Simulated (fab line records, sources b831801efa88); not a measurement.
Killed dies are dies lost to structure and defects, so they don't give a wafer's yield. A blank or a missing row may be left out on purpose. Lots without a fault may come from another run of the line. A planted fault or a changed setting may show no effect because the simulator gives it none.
Problem report in the 8D (eight disciplines) form, filled by code | flow gf180mcu | the parts of the form that need people (team, actions taken, sign-off) are left out

1. THE PROBLEM
M2_ALCU_RS at GF_M2_RS_MEAS_05 reads a mean of 0.0612 ohm/sq on 6 wafers of 2 lots; wafers without a fault read 0.0695 ohm/sq with a standard deviation of 0.00092. That is -9.0 standard deviations from the usual mean.
The step: measures by four-point-probe.
First seen on wafer L528.2, day 24 10:38, on film_metro-03. The record holds 33 wafers of 11 lots with a number at this step. Rule for "out", or "out of limits": more than 4 standard deviations from the usual mean. The other wafers with a number count as sound.

2. WHAT IT IS AND WHAT IT IS NOT
question                    | is                           | is not
which readings at this step | M2_ALCU_RS                   | -
which lots                  | L528, L529                   | L511, L513, L514, L516, L517, L520, L521, L522, L523
which wafers of those lots  | all that have a number       | -
read on which gauges        | film_metro-03, film_metro-04 | film_metro-01
when                        | from day 24 10:38            | up to then (27 sound wafers)

3. SUSPECTS, AND WHAT RULES EACH OUT
Counting: a tool at a process step up to the reading stays a suspect if it ran every lot that is out and no sound lot after the first of them.
- the gauge at GF_M2_RS_MEAS_05: ruled out. The wafers that are out were read on 2 gauges (film_metro-03, film_metro-04).
- pvd_sputter-04 at GF_M2_SPUTTER_02 (material AlCu, target thk 450 nm, time 23.9 s): kept. It ran every lot that is out, first L528 (day 24 10:31), and no sound lot after that; its last sound lot up to then is L523 (day 22 16:04).
Left after counting: pvd_sputter-04 at GF_M2_SPUTTER_02.

4. THE CAUSE (what the simulator had put in)
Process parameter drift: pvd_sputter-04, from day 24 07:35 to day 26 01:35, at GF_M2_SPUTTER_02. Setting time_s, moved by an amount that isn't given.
Counting left only this tool.

5. THE CHAIN OF EFFECTS, in route order
Each row: a reading whose mean over the struck wafers that have a number lies more than 3 standard deviations from the usual. Only readings for which the record gives a usual standard deviation are gone through. hours: the time from each lot's start at the first step in this table that gives one to its start at this step, as a median over the lots. sigmas: the change in usual standard deviations.
hours | step                | reading        | usual         | on struck wafers | change  | sigmas
0     | GF_M2_RS_MEAS_05    | M2_ALCU_RS     | 0.0695 ohm/sq | 0.0612           | -0.0083 | -9.0
0     | GF_M2_THK_MEAS_06   | M2_ALCU_THK    | 450 nm        | 507              | +57     | +9.7
21    | GF_M2_METAL_ETCH_16 | oes_product_au | 0.972 a.u.    | 0.993            | +0.021  | +3.1
The process steps in it:
- GF_M2_METAL_ETCH_16: etches the open film in Cl2/BCl3, stops on SiO2, target depth 627.5 nm, time 104.6 s.

6. WHAT WOULD HAVE CAUGHT IT SOONER
In this record the first reading out of limits at a measuring or inspecting step was taken at day 24 10:38, 3 hours after the fault began at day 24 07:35.
Of the tool readings at GF_M2_SPUTTER_02 for which the record gives a usual standard deviation, none was out on any struck wafer, so an alarm limit of 4 standard deviations on them would not have fired.
Of the lots that are out (2), L529 began GF_M2_SPUTTER_02 on pvd_sputter-04 after day 24 10:38. A hold on the tool at that time would have spared it.
